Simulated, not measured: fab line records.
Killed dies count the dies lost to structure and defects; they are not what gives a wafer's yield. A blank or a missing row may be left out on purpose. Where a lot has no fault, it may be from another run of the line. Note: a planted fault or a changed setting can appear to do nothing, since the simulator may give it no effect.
Chamber matching -- flow sfq-line -- SFQ_TRILAYER_A5C_DEP_PECVD_142 on pecvd-01 has 3 sister chambers
The step deposits SiO2 from SiH4/N2O, time 15.556 s, target thk 70 nm. 14 wafers are shown with their chamber, then 7 later ones without.

## WAFERS WITH THEIR CHAMBER
wafer,chamber,heater-power-w (W),throttle-valve-pct (%)
L568.1,2,61,24.6
L568.3,1,99,24.7
L568.6,0,89,24.2
L570.2,2,65,25.6
L570.3,0,80,25.0
L570.5,0,84,24.7
L574.1,0,87,25.1
L574.3,2,67,25.7
L574.5,2,65,25.8
L582.1,2,61,25.6
L582.3,0,93,25.3
L582.5,1,98,25.4
L581.3,2,53,26.1
L581.4,0,86,25.5

SIGNATURES, as means of the wafers listed above
reading,chamber 0,chamber 1,chamber 2,scatter within a chamber
heater-power-w,86.50,98.50,62.00,4.51
throttle-valve-pct,24.967,25.050,25.567,0.487
Rule: distance of a wafer from a chamber = root of the sum over the readings of ((wafer's reading minus chamber's mean) / reading's scatter) squared. If the next closest chamber is less than 2 further off than the closest, the wafer can't be placed; otherwise it belongs to the closest. How the scatter is found: for the shown wafers, subtract from each reading the mean of its chamber, square and add these, divide the total by (wafers less chambers), then take the root.

## WAFERS WITH NO CHAMBER GIVEN
wafer,heater-power-w (W),throttle-valve-pct (%)
L581.6,102,25.2
L588.1,61,26.5
L588.3,97,25.8
L588.6,63,26.4
L589.2,64,26.2
L589.3,86,25.7
L589.4,65,26.4

## WHICH CHAMBER EACH WENT THROUGH
wafer,from the rows above,in truth
L581.6,1,1
L588.1,2,2
L588.3,can't be placed: 1 or 0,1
L588.6,2,2
L589.2,2,2
L589.3,can't be placed: 0 or 1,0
L589.4,2,2
5 of 7 placed correctly. Not placeable from these rows: 2 (in 2, the candidates include the true chamber). 0 placed wrongly.
